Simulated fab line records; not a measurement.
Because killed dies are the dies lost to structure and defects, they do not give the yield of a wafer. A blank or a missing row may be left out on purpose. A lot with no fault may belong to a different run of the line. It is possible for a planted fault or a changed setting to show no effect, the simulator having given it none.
A struck lot beside a sound one / flow sky130 / 35 out of 708 route steps
Sound: the wafers L298.1, L298.2, L298.3. Struck: wafer L282.1. (L282.3 of the same lot was not struck and is left out.) The cause comes at the end.
Each step with rows lists, per side, the tool, then ch with its chambers, then its first start. Under that, the readings that differ: sound wafers / struck wafers / difference of the means / sigmas: that difference in standard deviations of wafers without a fault.
alike: same words and numbers on both sides, and readings whose means sit less than 2 such deviations apart. not compared: any withheld reading, any reading some wafer has no value for, any bound like >300 that may hide the same value, and any number with overlapping values for which the record gives no deviation.
The two part at a step that has a row with sigmas, a row that says differs or no value, or rows on one side only. When numbers do not overlap yet have no deviation, they are printed without sigmas and do not part them. Lack of a reading on every wafer of one side parts them only where that side has two or more wafers.

SKY_VIA1_CD_MEAS_12: the cd target is 150 nm.
  sound on cd-sem-01 at day 40 13:16; struck on cd-sem-02 at day 35 20:34
  alike: cd-nm
SKY_VIA1_OVL_MEAS_13:
  sound on overlay-02 at day 40 13:23; struck on overlay-02 at day 35 20:41
  alike: VIA1_OVL
then, 8 steps without rows for these wafers: SKY_VIA1_ETCH_14 (etches BARC in N2/H2, stops on SiO2, time 45.9 s, target depth 60 nm); SKY_VIA1_ETCH_15 (etches SiO2 in C4F8/O2/Ar, stops on TiN, target depth 351 nm, time 54 s); SKY_VIA1_STRIP_16 (strips in O2/N2); SKY_VIA1_STRIP_17 (strips in post etch residue remover, time 1200 s); SKY_VIA1_CLEAN_18 (cleans in IPA, time 180 s); SKY_VIA1_CLEAN_19 (cleans in O3/DIW); SKY_VIA1_SPUTTER_20 (material TiN, target thk 20 nm, time 80 s); SKY_VIA1_CVD_21 (deposits W, target thk 270 nm, time 80.902 s).
SKY_VIA1_RS_MEAS_22: a four-point-probe measurement.
  sound on film-metro-03 at day 40 14:18; struck on film-metro-01 at day 35 21:34
  alike: VIA1_W_RS
SKY_VIA1_THK_MEAS_23: measures by xrf.
  sound on film-metro-03 at day 40 14:25; struck on film-metro-01 at day 35 21:41
  alike: VIA1_W_THK
SKY_VIA1_CMP_24: polishes, stops on SiO2, t overpolish 15 s, target thk 0 nm.
  sound on cmp-01 ch 1,2,3, day 40 14:29; struck on cmp-02 ch 2, day 35 21:48
reading=time-to-endpoint-s (s); sound=65.8 68.2 65.7; struck=39.1; difference=-27.5; sigmas=-12
  alike: motor-current-A, overpolish-run-s
  not compared: model.SiO2_of_VIA1_HDPCVD_00.thk-nm
SKY_METAL2_SPUTTER_00: material Ti, target thk 15 nm, time 10 s.
  sound on pvd-sputter-02 at day 40 14:47; struck on pvd-sputter-02 at day 35 22:03
  alike: throttle-valve-pct
then, 2 steps without rows for these wafers: SKY_METAL2_SPUTTER_01 (material TiN, target thk 20 nm, time 16.7 s); SKY_METAL2_SPUTTER_02 (material AlCu, target thk 250 nm, time 13.3 s).
SKY_METAL2_SPUTTER_03: material Ti, target thk 5 nm, time 3.3 s.
  sound on pvd-sputter-02 at day 40 14:51; struck on pvd-sputter-02 at day 35 22:07
  alike: throttle-valve-pct
then, 1 step without rows for these wafers: SKY_METAL2_SPUTTER_04 (material TiN, target thk 70 nm, time 58.3 s).
SKY_METAL2_RS_MEAS_05: a four-point-probe measurement.
  sound on film-metro-04 at day 40 14:55; struck on film-metro-01 at day 35 22:11
reading=METAL2_ALCU_RS (ohm/sq); sound=0.1298 0.1284 0.1289; struck=0.1243; difference=-0.0047; sigmas=-3
SKY_METAL2_THK_MEAS_06: measures by xrf.
  sound on film-metro-04 at day 40 15:02; struck on film-metro-01 at day 35 22:19
reading=METAL2_ALCU_THK (nm); sound=244.1 245.9 244.0; struck=254.3; difference=+9.6; sigmas=+4
then, 8 steps without rows for these wafers: SKY_METAL2_DEHYDRATE_07 (time 60 s); SKY_METAL2_HMDS_08 (prime time 60 s); SKY_METAL2_COAT_09 (resist thk 60 nm); SKY_METAL2_COAT_10 (resist thk 450 nm); SKY_METAL2_SOFTBAKE_11 (time 90 s); SKY_METAL2_EXPOSE_12 (exposes mask MM2, target cd 140 nm); SKY_METAL2_PEB_13; SKY_METAL2_DEVELOP_14 (develop time 60 s).
SKY_METAL2_CD_MEAS_15: the cd target is 140 nm.
  sound on cd-sem-02 at day 41 14:48; struck on cd-sem-02 at day 37 00:17
  alike: cd-nm
SKY_METAL2_OVL_MEAS_16:
  sound on overlay-01 at day 41 14:55; struck on overlay-02 at day 37 00:24
  alike: METAL2_OVL
SKY_METAL2_DESCUM_17: chemistry O2, time 8 s.
  sound on rie-metal-04 ch 0,1, day 41 14:58; struck on rie-metal-01 ch 0, day 37 00:26
  alike: drypump-motor-current-A, oes-product-au
  not compared: rf-hours-counter-h
SKY_METAL2_ETCH_18: etches BARC in N2/H2, stops on SiO2, time 45.9 s, target depth 60 nm.
  sound on rie-metal-04 ch 0,1, day 41 14:59; struck on rie-metal-01 ch 0, day 37 00:28
  alike: drypump-motor-current-A, oes-product-au, throttle-valve-pct
  not compared: rf-hours-counter-h
SKY_METAL2_METAL_ETCH_19: etches the open film in Cl2/BCl3, stops on SiO2, target depth 360 nm, time 78 s.
  sound on rie-metal-04 ch 0,1, day 41 15:03; struck on rie-metal-01 ch 0, day 37 00:32
reading=oes-product-au (a.u.); sound=0.848 0.854 0.848; struck=0.870; difference=+0.020; sigmas=+3
  alike: drypump-motor-current-A, throttle-valve-pct
  not compared: rf-hours-counter-h, model.SiO2_of_VIA1_HDPCVD_00.thk-nm
SKY_METAL2_STRIP_20: strips in O2/N2.
  sound on plasma-asher-01 ch 0,1, day 41 15:08; struck on plasma-asher-02 ch 0, day 37 00:37
  alike: drypump-motor-current-A, oes-product-au, strip-time-to-endpoint-s
  not compared: rf-hours-counter-h
-- the record jumps here: 10 days lie between the struck wafers' starts before and after (it left off in module METAL2 and takes up again in module PAD_OPEN, whose first step shown is number 708 of the route) --
SKY_PAD_OPEN_PROBE_99:
  sound on prober-02 at day 50 17:57; struck on prober-01 at day 47 08:02
reading=killed_at_M4_up; sound=4 4 2; struck=8; difference=+5; sigmas=+3
reading=sort_bin_6_memory (%); sound=6.7 7.3 4.9; struck=9.1; difference=+2.8; sigmas=+2
  alike: defect-limited-yield, killed_at_M0_to_M3, killed-at-contacts, killed-at-front-end, killed-at-other, killed-dies, killed-open, killed-short, sort_bin_3_pad_short, sort_bin_5_function, sort-n-pass, sort-yield-pct

WHERE THEY PART
First at SKY_VIA1_CMP_24; last, within this record, at SKY_PAD_OPEN_PROBE_99.

WHY: the cause the simulator had injected
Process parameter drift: cmp-02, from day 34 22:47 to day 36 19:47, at SKY_VIA1_CMP_24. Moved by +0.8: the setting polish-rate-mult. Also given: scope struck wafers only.
